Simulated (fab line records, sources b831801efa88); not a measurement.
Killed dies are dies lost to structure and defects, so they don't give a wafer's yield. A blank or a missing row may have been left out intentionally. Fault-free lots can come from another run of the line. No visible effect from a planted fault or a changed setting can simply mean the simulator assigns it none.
fab line records	flow sky130	part 1 of 2: steps 1 to 31 of 32
record lots=6	wafers=18	lastDay=49
route steps=708 shown CAPM@538 METAL3@555 PAD_OPEN@708
lots untouched by any fault: they come from a run of this same line in which no faults occurred
startH: start of the lot's first displayed wafer, in hours after the record's first day	waitH: hours from the lot's prior step to this one	" identical to the entry in the row above	L1.1+2: several wafers, shown together as one row	- no value present, or no start provided	* or withheld: withheld	< > ~ a bound
route shown NAME@n: names a module that has steps shown in the file, with the first one's number in the route	usual: mean and standard deviation over wafers with no fault	same: alike in all rows	chamber/n: place in a boat	sites: the reading at each site	_std_site: the values' standard deviation	_edge_site: outer sites' mean less inner sites'	radiusMm: for every site, how far away it sits from the centre of the wafer	mask NAME#n: copy n	behind: tool/chamber where the wafer was last shaped	hold: what put the lot on hold/how long, in hours/how the hold closed	device: whichever transistor did not switch (one of n, p or np)	end of line: at the end of the route, the tests of the same wafers	a step given without rows: its recipe and nothing more	killed: dies that structure and defects cost at the first sort, which is not the same as the wafer's yield	map: the dies of a wafer, with x for killed, . for not killed, _ for no die there
set.NAME: the setting as run; set.NAME@STEP: as run at that earlier step	model.NAME: the simulator's own value behind a step, which no gauge read
certain route steps with their lots: each step a table, each wafer a row
services: from which hour (startH, from the record's first day; less than 0 if before it) a tool's chamber was out of use, for how many hours, and why
## steps
# step SKY_CAPM_THK_MEAS_01
# recipe reads=SiO2_of_CAPM_CVD_00
# usual CAPM_CVD_00_THK=15.59/0.22
lot.wafer	tool	chamber	startH	waitH	CAPM_CVD_00_THK[nm]
L599.2	filmMetro-01	-	840.57	-	15.40
L599.3	"	-	"	"	15.74
L599.5	"	-	"	"	15.52
L602.2	filmMetro-02	-	884.05	-	15.49
L602.4	"	-	"	"	15.51
L602.5	"	-	"	"	15.74
L610.2	filmMetro-02	-	936.93	-	15.39
L610.4	"	-	"	"	15.84
L610.5	"	-	"	"	15.50
L612.3	filmMetro-03	-	943.28	-	15.66
L612.5	"	-	"	"	15.45
L612.6	"	-	"	"	15.71
L617.3	filmMetro-01	-	971.14	-	15.40
L617.5	"	-	"	"	15.54
L617.6	"	-	"	"	15.93
L619.1	filmMetro-01	-	995.38	-	15.47
L619.2	"	-	"	"	15.45
L619.4	"	-	"	"	15.71
# step SKY_CAPM_SPUTTER_02
# recipe material=TiN	targetThkNm=200	tempC=300	powerW=6500	timeS=166.7	chamberPressurePa=0.4
# usual throttleValvePct=29.8/1.4
lot.wafer	tool	chamber	startH	waitH	throttleValvePct
L599.2	pvdSputter-04	-	840.62	0.0	29.4
L599.3	"	-	"	"	29.7
L599.5	"	-	"	"	29.9
L602.2	pvdSputter-03	-	884.10	0.0	31.4
L602.4	"	-	"	"	29.5
L602.5	"	-	"	"	31.2
L610.2	pvdSputter-04	-	936.98	0.0	30.4
L610.4	"	-	"	"	30.5
L610.5	"	-	"	"	29.7
L612.3	pvdSputter-03	-	943.32	0.0	29.0
L612.5	"	-	"	"	28.7
L612.6	"	-	"	"	29.8
L617.3	pvdSputter-02	-	971.18	0.0	27.8
L617.5	"	-	"	"	29.5
L617.6	"	-	"	"	27.7
L619.1	pvdSputter-04	-	995.44	0.1	30.7
L619.2	"	-	"	"	29.8
L619.4	"	-	"	"	30.6
# step SKY_CAPM_RS_MEAS_03
# recipe thkMeasGauge=four-point-probe	reads=TiN_of_CAPM_SPUTTER_02
# usual CAPM_TIN_RS=6.90/0.12
lot.wafer	tool	chamber	startH	waitH	CAPM_TIN_RS[ohm/sq]
L599.2	filmMetro-02	-	840.75	0.1	7.01
L599.3	"	-	"	"	7.00
L599.5	"	-	"	"	6.99
L602.2	filmMetro-02	-	884.23	0.1	6.99
L602.4	"	-	"	"	6.94
L602.5	"	-	"	"	6.98
L610.2	filmMetro-01	-	937.11	0.1	7.03
L610.4	"	-	"	"	7.07
L610.5	"	-	"	"	7.02
L612.3	filmMetro-02	-	943.47	0.1	6.90
L612.5	"	-	"	"	6.89
L612.6	"	-	"	"	6.99
L617.3	filmMetro-02	-	971.33	0.1	6.83
L617.5	"	-	"	"	7.00
L617.6	"	-	"	"	6.84
L619.1	filmMetro-02	-	995.55	0.1	7.04
L619.2	"	-	"	"	7.00
L619.4	"	-	"	"	7.04
# step SKY_CAPM_THK_MEAS_04
# recipe thkMeasGauge=xrf	reads=TiN_of_CAPM_SPUTTER_02
# usual CAPM_TIN_THK=201/3.5
lot.wafer	tool	chamber	startH	waitH	CAPM_TIN_THK[nm]
L599.2	filmMetro-02	-	840.86	0.1	198
L599.3	"	-	"	"	199
L599.5	"	-	"	"	198
L602.2	filmMetro-02	-	884.34	0.1	199
L602.4	"	-	"	"	200
L602.5	"	-	"	"	199
L610.2	filmMetro-01	-	937.22	0.1	198
L610.4	"	-	"	"	197
L610.5	"	-	"	"	198
L612.3	filmMetro-02	-	943.57	0.1	202
L612.5	"	-	"	"	201
L612.6	"	-	"	"	200
L617.3	filmMetro-02	-	971.43	0.1	204
L617.5	"	-	"	"	199
L617.6	"	-	"	"	204
L619.1	filmMetro-02	-	995.67	0.1	198
L619.2	"	-	"	"	199
L619.4	"	-	"	"	198
# step SKY_CAPM_DEHYDRATE_05
# recipe tempC=200	timeS=60
# step SKY_CAPM_HMDS_06
# recipe primeTimeS=60	primeTempC=120
# step SKY_CAPM_COAT_07
# recipe resist=NOVOLAK	spinRpm=3000	resistThkNm=1140
# step SKY_CAPM_SOFTBAKE_08
# recipe tempC=90	timeS=60	resist=NOVOLAK
# step SKY_CAPM_EXPOSE_09
# recipe maskId=CAPM	na=0.6	sourceShape=conventional	sigmaOuter=0.6	polarization=unpolarized	targetCdNm=1000	doseMj=159
# step SKY_CAPM_PEB_10
# recipe tempC=withheld	timeS=*	resist=NOVOLAK
# step SKY_CAPM_DEVELOP_11
# recipe resist=NOVOLAK	developer=TMAH	developTimeS=60	devTempC=23
# step SKY_CAPM_OVL_MEAS_12
# usual CAPM_OVL=-0.1/1.6
lot.wafer	tool	chamber	startH	waitH	CAPM_OVL[nm]
L599.2	overlay-02	-	866.25	0.1	1.3
L599.3	"	-	"	"	0.1
L599.5	"	-	"	"	3.0
L602.2	overlay-01	-	908.79	0.1	-0.2
L602.4	"	-	"	"	1.1
L602.5	"	-	"	"	1.7
L610.2	overlay-01	-	961.55	0.1	0.5
L610.4	"	-	"	"	-2.0
L610.5	"	-	"	"	-2.1
L612.3	overlay-01	-	968.21	0.1	-1.6
L612.5	"	-	"	"	-1.1
L612.6	"	-	"	"	-1.3
L617.3	overlay-02	-	996.21	0.1	-2.1
L617.5	"	-	"	"	0.9
L617.6	"	-	"	"	-0.1
L619.1	overlay-02	-	1018.70	0.1	1.1
L619.2	"	-	"	"	-1.3
L619.4	"	-	"	"	0.9
# step SKY_CAPM_METAL_ETCH_13
# recipe targetDepthNm=220	stopOn=SiO2	chemistry=Cl2/BCl3	target=TiN	pressureMtorr=10	icpW=900	biasW=48.5	Cl2_flow_sccm=60	bcl3FlowSccm=30	timeS=62.9
# usual drypumpMotorCurrentA=5.6/0.46	heBacksideLeakSccm=3.3/0.33	oesProductAu=0.943/0.01	runLengthS=91.5/0.42	throttleValvePct=21.902/0.011
lot.wafer	tool	chamber	startH	waitH	drypumpMotorCurrentA	heBacksideLeakSccm	oesProductAu	rfHoursCounterH	runLengthS	throttleValvePct	model.NOVOLAK_of_CAPM_COAT_07.thkNm	model.SiO2_of_CAPM_CVD_00.thkNm
L599.2	rieMetal-01	1	866.28	0.0	5.4	3.0	0.936	3	91.6	21.906	996	15.43
L599.3	"	0	"	"	5.4	2.9	0.940	-	91.5	21.905	991.2	15.73
L599.5	"	0	"	"	5.4	3.1	0.937	-	91.1	21.900	990.4	15.5
L602.2	rieMetal-04	0	908.85	0.0	6.4	3.1	0.944	-	92.2	21.893	997.3	15.49
L602.4	"	0	"	"	6.5	3.1	0.933	-	91.9	21.900	994.4	15.54
L602.5	"	0	"	"	6.5	3.1	0.940	-	91.9	21.888	996.1	15.75
L610.2	rieMetal-01	1	961.58	0.0	5.4	3.5	0.941	7	92.1	21.901	994.1	15.43
L610.4	"	1	"	"	5.4	3.4	0.930	-	91.7	21.912	998	15.85
L610.5	"	1	"	"	5.4	3.4	0.925	-	92.1	21.918	997.5	15.52
L612.3	rieMetal-04	1	968.26	0.0	5.6	3.5	0.903	-	95.1	21.915	984.5	14.26
L612.5	"	1	"	"	5.6	3.2	0.909	-	95.4	21.916	985.2	14.08
L612.6	"	0	"	"	6.5	3.1	0.896	-	95.9	21.937	979	14.27
L617.3	rieMetal-04	0	996.26	0.0	6.5	3.0	0.911	-	95.9	21.931	981.5	13.91
L617.5	"	0	"	"	6.5	3.1	0.898	-	95.8	21.923	985.7	14.07
L617.6	"	1	"	"	5.6	3.4	0.910	-	95.2	21.929	984.5	14.52
L619.1	rieMetal-02	1	1018.73	0.0	5.9	3.3	0.943	13	91.1	21.885	990.8	15.47
L619.2	"	0	"	"	5.0	3.8	0.945	12	91.3	21.905	996.4	15.41
L619.4	"	1	"	"	5.9	3.0	0.937	-	91.9	21.912	995.1	15.72
# step SKY_CAPM_STRIP_14
# recipe chemistry=O2/N2	powerW=1400	pressureMtorr=1500	platenTempC=withheld	o2FlowSccm=3000	n2FlowSccm=300	overashFraction=0.5
# usual drypumpMotorCurrentA=6.0/0.57	n2FlowSccm=299.9/1.1	oesProductAu=0.710/0.0048	stripTimeToEndpointS=12.66/0.038
lot.wafer	tool	chamber	startH	waitH	drypumpMotorCurrentA	n2FlowSccm	oesProductAu	rfHoursCounterH	stripTimeToEndpointS
L599.2	plasmaAsher-03	0	866.36	0.1	6.3	301.2	0.711	13	12.69
L599.3	"	0	"	"	6.3	300.3	0.712	-	12.64
L599.5	"	1	"	"	5.7	299.3	0.715	-	12.62
L602.2	plasmaAsher-04	0	908.98	0.1	6.6	298.7	0.710	110	12.69
L602.4	"	1	"	"	5.8	298.9	0.704	-	12.68
L602.5	"	1	"	"	5.8	299.0	0.707	-	12.68
L610.2	plasmaAsher-04	0	961.66	0.1	6.6	298.9	0.708	116	12.67
L610.4	"	0	"	"	6.6	300.0	0.714	-	12.69
L610.5	"	0	"	"	6.6	301.1	0.707	-	12.69
L612.3	plasmaAsher-01	0	968.34	0.1	4.9	301.4	0.720	-	12.55
L612.5	"	0	"	"	4.9	301.0	0.709	-	12.55
L612.6	"	1	"	"	6.3	298.9	0.706	-	12.49
L617.3	plasmaAsher-01	0	996.34	0.1	4.9	298.9	0.713	-	12.50
L617.5	"	0	"	"	4.9	300.5	0.702	-	12.55
L617.6	"	1	"	"	6.3	299.4	0.708	-	12.55
L619.1	plasmaAsher-03	1	1018.81	0.1	5.7	299.8	0.716	26	12.63
L619.2	"	0	"	"	6.3	301.0	0.706	26	12.68
L619.4	"	1	"	"	5.7	299.9	0.714	-	12.66
# step SKY_CAPM_STRIP_15
# recipe chemistry=postEtchResidueRemover	timeS=1200	tempC=72.5
# step SKY_CAPM_CLEAN_16
# recipe chemistry=IPA	timeS=180	tempC=25
# step SKY_CAPM_CLEAN_17
# recipe chemistry=O3/DIW	dry=n2Spin
# step SKY_METAL3_DEHYDRATE_05
# recipe tempC=200	timeS=60
# step SKY_METAL3_HMDS_06
# recipe primeTimeS=60	primeTempC=120
# step SKY_METAL3_COAT_07
# recipe resist=BARC	tempC=withheld	timeS=withheld	spinRpm=3000	resistThkNm=60
# step SKY_METAL3_COAT_08
# recipe resist=KrF-thick	spinRpm=3000	resistThkNm=1140
# step SKY_METAL3_SOFTBAKE_09
# recipe tempC=100	timeS=90	resist=KrF-thick
# step SKY_METAL3_EXPOSE_10
# recipe maskId=MM3	na=0.68	sourceShape=annular	sigmaInner=0.4	sigmaOuter=0.8	targetCdNm=300	doseMj=28
# step SKY_METAL3_PEB_11
# recipe pebTempC=withheld	pebTimeS=withheld	resist=KrF-thick
# step SKY_METAL3_DEVELOP_12
# recipe developTimeS=60	resist=KrF-thick	devTempC=21
# step SKY_METAL3_CD_MEAS_13
# recipe targetCdNm=300
# usual cdNm=299.9/1.5
lot.wafer	tool	chamber	startH	waitH	cdNm
L599.2	cdSem-01	-	892.42	-	299.4
L599.3	"	-	"	"	299.4
L599.5	"	-	"	"	300.6
L602.2	cdSem-02	-	934.14	-	302.2
L602.4	"	-	"	"	302.2
L602.5	"	-	"	"	302.0
L610.2	cdSem-02	-	986.09	-	302.3
L610.4	"	-	"	"	301.0
L610.5	"	-	"	"	300.3
L612.3	cdSem-02	-	992.38	-	297.8
L612.5	"	-	"	"	296.9
L612.6	"	-	"	"	298.5
L617.3	cdSem-02	-	1020.43	-	299.7
L617.5	"	-	"	"	300.6
L617.6	"	-	"	"	300.9
L619.1	cdSem-01	-	1041.54	-	299.6
L619.2	"	-	"	"	299.5
L619.4	"	-	"	"	300.2
# step SKY_METAL3_OVL_MEAS_14
# usual METAL3_OVL=-2/5.5
lot.wafer	tool	chamber	startH	waitH	METAL3_OVL[nm]
L599.2	overlay-01	-	892.52	0.1	-11
L599.3	"	-	"	"	-4
L599.5	"	-	"	"	0
L602.2	overlay-01	-	934.24	0.1	4
L602.4	"	-	"	"	1
L602.5	"	-	"	"	7
L610.2	overlay-02	-	986.19	0.1	-8
L610.4	"	-	"	"	-5
L610.5	"	-	"	"	-9
L612.3	overlay-01	-	992.47	0.1	-2
L612.5	"	-	"	"	-6
L612.6	"	-	"	"	1
L617.3	overlay-02	-	1020.52	0.1	-3
L617.5	"	-	"	"	-9
L617.6	"	-	"	"	-2
L619.1	overlay-01	-	1041.66	0.1	-8
L619.2	"	-	"	"	-12
L619.4	"	-	"	"	-9
# step SKY_METAL3_DESCUM_15
# recipe chemistry=O2	sourcePowerW=150	biasPowerW=0	pressureMtorr=10	tempC=40	timeS=8
# usual drypumpMotorCurrentA=5.7/0.51	heBacksideLeakSccm=3.28/0.24	oesProductAu=1.001/0.0085
lot.wafer	tool	chamber	startH	waitH	drypumpMotorCurrentA	heBacksideLeakSccm	oesProductAu	rfHoursCounterH
L599.2	rieMetal-04	1	892.55	0.0	5.6	3.40	0.986	18
L599.3	"	1	"	"	5.6	3.42	0.996	-
L599.5	"	0	"	"	6.5	3.06	1.004	-
L602.2	rieMetal-01	0	934.27	0.0	5.4	3.15	0.992	8
L602.4	"	0	"	"	5.4	3.00	1.008	-
L602.5	"	0	"	"	5.4	3.08	1.002	-
L610.2	rieMetal-01	0	986.22	0.0	5.4	3.02	0.997	10
L610.4	"	0	"	"	5.4	2.97	0.995	-
L610.5	"	0	"	"	5.3	3.07	0.995	-
L612.3	rieMetal-01	0	992.51	0.0	5.4	3.13	0.991	-
L612.5	"	1	"	"	5.3	3.57	0.986	-
L612.6	"	0	"	"	5.4	3.09	0.989	-
L617.3	rieMetal-03	1	1020.56	0.0	5.0	3.22	0.999	-
L617.5	"	1	"	"	5.0	3.25	1.012	-
L617.6	"	0	"	"	6.2	3.27	1.010	-
L619.1	rieMetal-04	0	1041.70	0.0	6.5	3.10	1.010	17
L619.2	"	1	"	"	5.6	3.17	1.008	0
L619.4	"	0	"	"	6.5	3.10	1.012	-
# step SKY_METAL3_ETCH_16
# recipe chemistry=N2/H2	target=BARC	ionEnergyEv=200	biasW=100	pressureMtorr=30	n2FlowSccm=100	h2FlowSccm=200	icpW=500	stopOn=SiO2	timeS=88.2	targetDepthA=600
# usual drypumpMotorCurrentA=5.7/0.51	heBacksideLeakSccm=3.25/0.17	n2FlowSccm=99.99/0.3	oesProductAu=0.626/0.0044	runLengthS=116.9/0.75	throttleValvePct=13.206/0.01
lot.wafer	tool	chamber	startH	waitH	drypumpMotorCurrentA	heBacksideLeakSccm	n2FlowSccm	oesProductAu	rfHoursCounterH	runLengthS	throttleValvePct
L599.2	rieMetal-04	1	892.58	0.0	5.6	3.26	100.48	0.635	18	116.4	13.205
L599.3	"	1	"	"	5.6	3.33	100.21	0.624	-	116.6	13.220
L599.5	"	0	"	"	6.5	3.10	99.93	0.628	-	117.2	13.205
L602.2	rieMetal-01	0	934.30	0.0	5.4	3.16	100.23	0.627	8	116.3	13.213
L602.4	"	0	"	"	5.4	3.03	99.58	0.621	-	116.2	13.206
L602.5	"	0	"	"	5.4	3.08	99.61	0.626	-	116.8	13.194
L610.2	rieMetal-01	0	986.26	0.0	5.4	2.95	100.40	0.621	10	116.9	13.190
L610.4	"	0	"	"	5.4	3.06	99.89	0.623	-	116.2	13.198
L610.5	"	0	"	"	5.4	3.10	99.94	0.626	-	116.2	13.211
L612.3	rieMetal-01	0	992.58	0.1	5.4	3.10	100.14	0.631	-	119.2	13.222
L612.5	"	1	"	"	5.3	3.44	99.94	0.621	-	120.6	13.198
L612.6	"	0	"	"	5.4	3.18	100.02	0.625	-	119.3	13.218
L617.3	rieMetal-03	1	1020.61	0.0	5.0	3.32	100.14	0.629	-	116.4	13.228
L617.5	"	1	"	"	5.0	3.18	99.82	0.628	-	116.7	13.211
L617.6	"	0	"	"	6.2	3.66	99.56	0.633	-	116.4	13.204
L619.1	rieMetal-04	0	1041.73	0.0	6.5	3.04	99.77	0.627	17	117.4	13.190
L619.2	"	1	"	"	5.6	3.38	99.94	0.619	0	116.4	13.199
L619.4	"	0	"	"	6.5	3.06	100.08	0.622	-	117.4	13.205
# step SKY_METAL3_ETCH_17
# recipe target=SiO2	stopOn=TiN	chemistry=C4F8/O2/Ar	sourceW=1500	biasW=1200	pressureMtorr=40	c4f8FlowSccm=withheld	O2_flow_sccm=6	Ar_flow_sccm=300	timeS=3.9	targetDepthA=150
# usual oesProductAu=0.757/0.0069
lot.wafer	tool	chamber	startH	waitH	oesProductAu	rfHoursCounterH	model.etch.depthNm
L599.2	rieDiel-04	3	892.68	0.1	0.755	15	15.43
L599.3	"	0	"	"	0.761	9	15.73
L599.5	"	3	"	"	0.754	-	15.5
L602.2	rieDiel-02	1	934.40	0.1	0.757	18	15.49
L602.4	"	2	"	"	0.754	17	15.54
L602.5	"	2	"	"	0.755	-	15.75
L610.2	rieDiel-03	0	986.35	0.1	0.749	12	15.43
L610.4	"	2	"	"	0.762	17	15.85
L610.5	"	2	"	"	0.761	-	15.52
L612.3	rieDiel-02	3	992.67	0.0	0.725	6	14.26
L612.5	"	2	"	"	0.720	-	14.08
L612.6	"	1	"	"	0.720	-	14.27
L617.3	rieDiel-02	1	1020.68	0.0	0.718	20	13.91
L617.5	"	0	"	"	0.719	-	14.07
L617.6	"	1	"	"	0.731	-	14.52
L619.1	rieDiel-02	3	1041.83	0.1	0.758	7	15.47
L619.2	"	1	"	"	0.755	20	15.41
L619.4	"	2	"	"	0.757	20	15.72
# step SKY_METAL3_METAL_ETCH_18
# recipe targetDepthA=8450	stopOn=SiO2	overEtchFrac=0.3	timeS=183.1	chemistry=Cl2/BCl3	resistSidewallDeg=88	pressureMtorr=10	icpW=900	biasW=48.5	Cl2_flow_sccm=60	bcl3FlowSccm=30
# usual drypumpMotorCurrentA=5.7/0.55	heBacksideLeakSccm=3.25/0.17	oesProductAu=0.867/0.0062	runLengthS=211.8/0.74	throttleValvePct=22.264/0.0088
lot.wafer	tool	chamber	startH	waitH	drypumpMotorCurrentA	heBacksideLeakSccm	oesProductAu	rfHoursCounterH	runLengthS	throttleValvePct
L599.2	rieMetal-01	0	892.70	0.0	5.4	3.32	0.873	6	211.1	22.272
L599.3	"	0	"	"	5.4	3.12	0.871	-	211.1	22.254
L599.5	"	0	"	"	5.4	3.17	0.865	-	211.1	22.272
L602.2	rieMetal-03	0	934.42	0.0	6.2	3.16	0.870	7	211.7	22.270
L602.4	"	0	"	"	6.2	3.25	0.877	-	211.6	22.268
L602.5	"	1	"	"	5.0	3.17	0.871	-	211.3	22.267
L610.2	rieMetal-03	1	986.37	0.0	5.1	3.32	0.865	12	211.4	22.244
L610.4	"	0	"	"	6.2	3.51	0.868	-	211.5	22.267
L610.5	"	0	"	"	6.2	3.45	0.855	-	211.7	22.251
L612.3	rieMetal-03	1	992.75	0.1	5.0	3.08	0.854	-	211.4	22.253
L612.5	"	1	"	"	5.0	3.11	0.868	-	211.3	22.264
L612.6	"	0	"	"	6.2	3.48	0.858	-	211.4	22.268
L617.3	rieMetal-01	0	1020.75	0.1	5.4	3.05	0.865	-	211.2	22.248
L617.5	"	0	"	"	5.4	2.93	0.869	-	211.8	22.261
L617.6	"	1	"	"	5.4	3.45	0.873	-	212.1	22.267
L619.1	rieMetal-03	0	1041.84	0.0	6.3	3.39	0.870	13	211.6	22.274
L619.2	"	1	"	"	5.0	3.23	0.864	16	211.3	22.256
L619.4	"	1	"	"	5.0	3.10	0.879	-	211.2	22.267
## key
firstSign step=SKY_CAPM_METAL_ETCH_13	reading=runLengthS	direction=up	sigmas=9.7	usual=*	struck=*
effect step=SKY_CAPM_METAL_ETCH_13	reading=oesProductAu	direction=down	sigmas=3.8	usual=0.943	struck=0.905
effect step=SKY_CAPM_STRIP_14	reading=stripTimeToEndpointS	direction=down	sigmas=3.5	usual=*	struck=*
effect step=SKY_METAL3_ETCH_17	reading=oesProductAu	direction=down	sigmas=5	usual=0.757	struck=0.722
modelEffect step=SKY_CAPM_METAL_ETCH_13	value=NOVOLAK_of_CAPM_COAT_07.thkNm	without=993.1	struck=983.4
modelEffect step=SKY_METAL3_ETCH_17	value=etch.depthNm	without=15.64	struck=14.18
modelEffect step=SKY_PAD_OPEN_PROBE_99	value=etest.capMim.leakLog10ACm2	without=-8.996	struck=-8.83
metAt SKY_CAPM_METAL_ETCH_13
struckWafers L612.3,L612.5,L612.6,L617.3,L617.5,L617.6
onsetBetween 908.85 968.26
fault kind=processParameterDrift	tool=rieMetal-04	chamber=-	onsetH=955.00	steps=SKY_CAPM_METAL_ETCH_13	channel=timeS	offset=*	shape=step	endH=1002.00	actsIn=*	stated=*
